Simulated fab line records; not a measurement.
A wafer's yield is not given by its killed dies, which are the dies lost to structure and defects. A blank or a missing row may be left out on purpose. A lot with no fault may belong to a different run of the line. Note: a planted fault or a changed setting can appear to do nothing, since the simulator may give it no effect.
The same fault as seen by 2 desks	flow sky130	each desk holds nothing but its own numbers, with what lay behind them at the end

## THE METROLOGY DESK
What the gauges read for every lot (on any tool): the sampled wafers with a number, averaged. A lot is out of limits, marked OUT, if its mean lies more than 4 standard deviations from the usual mean; the brackets give that distance.
Columns: A = LDD_N_OVL at SKY_LDD_N_OVL_MEAS_07, usual -0.1 nm; B = LDD_P_TW at SKY_LDD_P_TW_MEAS_11, usual 639.9; C = LDD_LDN_TW at SKY_LDD_LDN_TW_MEAS_13, usual 1482
lot	first seen here	A	B	C
L104	day 17 11:23	0.5	638.4	1497
L105	day 17 22:38	-0.1	640.8	1465
L106	day 18 21:36	0.4	641.8	1470
L112	day 20 23:43	-0.8	637.5	1448
L117	day 22 18:46	-0.1	636.7	1417 (-5.4) OUT
L118	day 23 04:46	-0.1	641.1	1468
L120	day 23 16:01	-2.4	636.9	1464
L122	day 24 07:22	0.5	640.2	1484
L123	day 24 17:28	0.1	639.3	1486
L125	day 25 03:29	-2.2	640.8	1485
L126	day 25 15:58	0.8	638.6	1478
L127	day 26 02:09	-1.0	636.5	1481
Finding of this desk: L117 out of limits, first seen on L117 at day 27 18:44 (LDD_LDN_TW at SKY_LDD_LDN_TW_MEAS_13). Within limits: L104, L105, L106, L112, L118, L120, L122, L123, L125, L126, L127.

## AT THE TOOL OWNER'S DESK: implanter-03
The tool's own readings at SKY_LDD_LDN_IMPLANT_11: means of the sampled wafers that have a number, for each lot that ran on this tool. A lot is out of limits, marked OUT, if its mean lies more than 4 standard deviations from the usual mean; the brackets give that distance.
Columns: A = dose_ions_cm2 at SKY_LDD_LDN_IMPLANT_11, usual 1.2501e+13; B = faraday_current_uA at SKY_LDD_LDN_IMPLANT_11, usual 70.5
lot	first seen here	A	B
L105	day 23 04:32	1.2498e+13	69.9
L112	day 26 02:37	7.4720e+12 (-99 or more) OUT	42.8 (-18) OUT
L117	day 27 18:29	7.5017e+12 (-99 or more) OUT	42.7 (-19) OUT
L125	day 30 01:58	1.2499e+13	70.9
This desk finds L112, L117 out of limits, L112 being first, at day 26 02:37 (dose_ions_cm2 at SKY_LDD_LDN_IMPLANT_11). Within limits: L105, L125.

## PUT TOGETHER
An alarm could have come from the tool owner's desk at day 26 02:37, on L112, L117.
L117 would have let the metrology desk raise an alarm at day 27 18:44.
The metrology desk holds a record of L112, inside its limits.
Of the lots named, all ran SKY_LDD_LDN_IMPLANT_11 on implanter-03.

## WHAT THE SIMULATOR PUT IN
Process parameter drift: implanter-03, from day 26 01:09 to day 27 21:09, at SKY_LDD_LDN_IMPLANT_11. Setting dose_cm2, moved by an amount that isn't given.
Lots struck among those shown: L112, L117.
Hours from the fault's start to each desk's first reading out of limits: the tool owner's desk, 1; the metrology desk, 42.
